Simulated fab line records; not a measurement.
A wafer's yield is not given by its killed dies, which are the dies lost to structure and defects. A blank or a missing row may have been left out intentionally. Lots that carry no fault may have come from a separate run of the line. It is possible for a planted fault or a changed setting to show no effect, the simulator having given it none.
Which tool was responsible?    flow sfq-line    14 lots with 42 wafers sampled at 3 steps, on a route of 325 steps

## WHAT EACH GAUGE READ, for each wafer
SFQ_I7_OVL_MEAS_947. Usual: I7_OVL 0 nm, standard deviation 6.1.
lot   measured      on          I7_OVL (nm)  flag
L757  day 77 04:47  overlay-02  -2 2 -2      
L759  day 77 16:28  overlay-01  -12 -1 -10   
L763  day 78 12:18  overlay-01  -5 -1 5      
L764  day 78 19:08  overlay-02  -5 -14 -13   
L765  day 79 22:02  overlay-01  -9 -6 -12    
L766  day 80 13:44  overlay-02  3 -6 -5      
L768  day 83 08:19  overlay-01  4 5 1        
L769  day 83 11:55  overlay-01  -7 -13 -8    
L770  day 87 11:16  overlay-01  5 4 5        
L771  day 87 17:22  overlay-01  3 9 8        
L772  day 87 23:05  overlay-01  -2 4 -2      
L775  day 88 06:18  overlay-02  -3 -3 -8     
L778  day 88 13:05  overlay-01  9 10 6       
L779  day 88 23:53  overlay-01  -2 -3 -8     

## WHAT TOOL EACH LOT RAN ON (gives the tool, then ch and the chambers of the sampled wafers, and finally the start)
lot   SFQ_TRILAYER_M2_BARC_OPEN_METAL_ETCH_077  SFQ_TRILAYER_M6_ETCH_METAL_ETCH_162
L757  rie-metal-04 ch 0,1, day 30 19:02         rie-metal-01 ch 0,1, day 72 06:53
L759  rie-metal-02 ch 0,1, day 31 14:14         rie-metal-03 ch 0,1, day 72 11:40
L763  rie-metal-02 ch 0, day 33 08:23           rie-metal-01 ch 0,1, day 77 16:54
L764  rie-metal-02 ch 0,1, day 33 14:23         rie-metal-04 ch 0,1, day 77 20:30
L765  rie-metal-01 ch 0,1, day 34 01:11         rie-metal-04 ch 1, day 78 09:42
L766  rie-metal-02 ch 0,1, day 34 16:11         rie-metal-04 ch 0,1, day 78 12:06
L768  rie-metal-02 ch 0, day 36 03:19           rie-metal-03 ch 0, day 78 16:58
L769  rie-metal-01 ch 0,1, day 36 10:32         rie-metal-04 ch 0, day 78 19:26
L770  rie-metal-02 ch 0,1, day 36 15:26         rie-metal-01 ch 0,1, day 79 09:42
L771  rie-metal-02 ch 0, day 36 20:16           rie-metal-03 ch 0,1, day 79 19:46
L772  rie-metal-01 ch 0,1, day 36 21:26         rie-metal-04 ch 1, day 79 23:19
L775  rie-metal-01 ch 0,1, day 37 03:27         rie-metal-01 ch 0,1, day 80 07:46
L778  rie-metal-01 ch 1, day 37 09:26           rie-metal-04 ch 0,1, day 80 16:13
L779  rie-metal-02 ch 0,1, day 39 16:38         rie-metal-03 ch 0,1, day 81 08:28
- SFQ_TRILAYER_M2_BARC_OPEN_METAL_ETCH_077: etches BARC in O2, target depth 125 nm, time 41.7 s.
- SFQ_TRILAYER_M6_ETCH_METAL_ETCH_162: etches Nb in Cl2/Ar, stops on SiO2, target depth 240 nm, time 120 s.

## AS READ BY THE TOOLS THEMSELVES (means over the sampled wafers that have a number; for cases with no such wafer, the mark the record gives instead)
SFQ_TRILAYER_M2_BARC_OPEN_METAL_ETCH_077. Usual: drypump-motor-current-A 5.5 A, standard deviation 0.43; oes-product-au 0.685 a.u., standard deviation 0.0046; rf-fwd-power-W 592.6 W, standard deviation 2.8.
lot   tool          drypump-motor-current-A (A)  oes-product-au (a.u.)  rf-fwd-power-W (W)  flag
L757  rie-metal-04  5.1                          0.684                  593.8               
L759  rie-metal-02  5.1                          0.683                  593.3               
L763  rie-metal-02  5.7                          0.688                  589.8               
L764  rie-metal-02  5.1                          0.685                  590.5               
L765  rie-metal-01  5.9                          0.683                  594.9               
L766  rie-metal-02  5.4                          0.688                  588.6               
L768  rie-metal-02  5.7                          0.684                  590.3               
L769  rie-metal-01  5.9                          0.687                  596.0               
L770  rie-metal-02  5.4                          0.686                  590.3               
L771  rie-metal-02  5.7                          0.685                  591.5               
L772  rie-metal-01  5.9                          0.680                  594.5               
L775  rie-metal-01  5.9                          0.687                  755.2               OFF
L778  rie-metal-01  5.8                          0.686                  835.5               OFF
L779  rie-metal-02  5.4                          0.685                  592.2               

SFQ_TRILAYER_M6_ETCH_METAL_ETCH_162. Usual: drypump-motor-current-A 5.5 A, standard deviation 0.46; oes-product-au 0.896 a.u., standard deviation 0.0082; rf-fwd-power-W 597.3 W, standard deviation 1.8.
lot   tool          drypump-motor-current-A (A)  oes-product-au (a.u.)  rf-fwd-power-W (W)  flag
L757  rie-metal-01  5.9                          0.896                  596.6               
L759  rie-metal-03  5.8                          0.908                  597.2               
L763  rie-metal-01  5.9                          0.888                  598.2               
L764  rie-metal-04  5.1                          0.890                  598.9               
L765  rie-metal-04  4.9                          0.899                  596.7               
L766  rie-metal-04  5.1                          0.894                  596.0               
L768  rie-metal-03  4.9                          0.894                  598.0               
L769  rie-metal-04  5.4                          0.897                  597.6               
L770  rie-metal-01  5.9                          0.894                  601.2               
L771  rie-metal-03  5.8                          0.903                  596.3               
L772  rie-metal-04  4.9                          0.903                  596.4               
L775  rie-metal-01  5.9                          0.898                  598.3               
L778  rie-metal-04  5.1                          0.886                  598.8               
L779  rie-metal-03  5.4                          0.898                  596.5               

## THE ANSWER, worked out from the rows above alone
Rule: take the mean of a lot's wafers that have a number; if it is more than 3 standard deviations from the usual mean, the lot is off. A lot without any number at a reading at which 4 lots or more have one is off too. Any other lot the step has rows for is counted as sound. First the gauges in route order, then the tools' own readings, where a lot's mean is used as printed above. At the first step where some lot is off, the reading lying furthest off is the one used; lots without a number count as furthest.
Off at SFQ_TRILAYER_M2_BARC_OPEN_METAL_ETCH_077 (rf-fwd-power-W): L775, L778.
A tool fits if, at that step or a process step before it, it ran every lot that is off, and no sound lot after the first of them. One fits: SFQ_TRILAYER_M2_BARC_OPEN_METAL_ETCH_077 on rie-metal-01. A fault onset in the window from L772 (day 36 21:26, its last sound lot) to L775 (day 37 03:27, its first lot off) fits.
On the lots that are off, the tool's own readings at SFQ_TRILAYER_M2_BARC_OPEN_METAL_ETCH_077 differ by more than 5 times the standard deviation of the sound lots' means, which bears it out; rf-fwd-power-W reads 795.4 W there versus 592.1 W on the sound lots.

## WHAT HAD BEEN PUT IN BY THE SIMULATOR
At SFQ_TRILAYER_M2_BARC_OPEN_METAL_ETCH_077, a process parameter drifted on rie-metal-01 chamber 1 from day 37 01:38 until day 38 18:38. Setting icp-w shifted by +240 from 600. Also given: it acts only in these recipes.
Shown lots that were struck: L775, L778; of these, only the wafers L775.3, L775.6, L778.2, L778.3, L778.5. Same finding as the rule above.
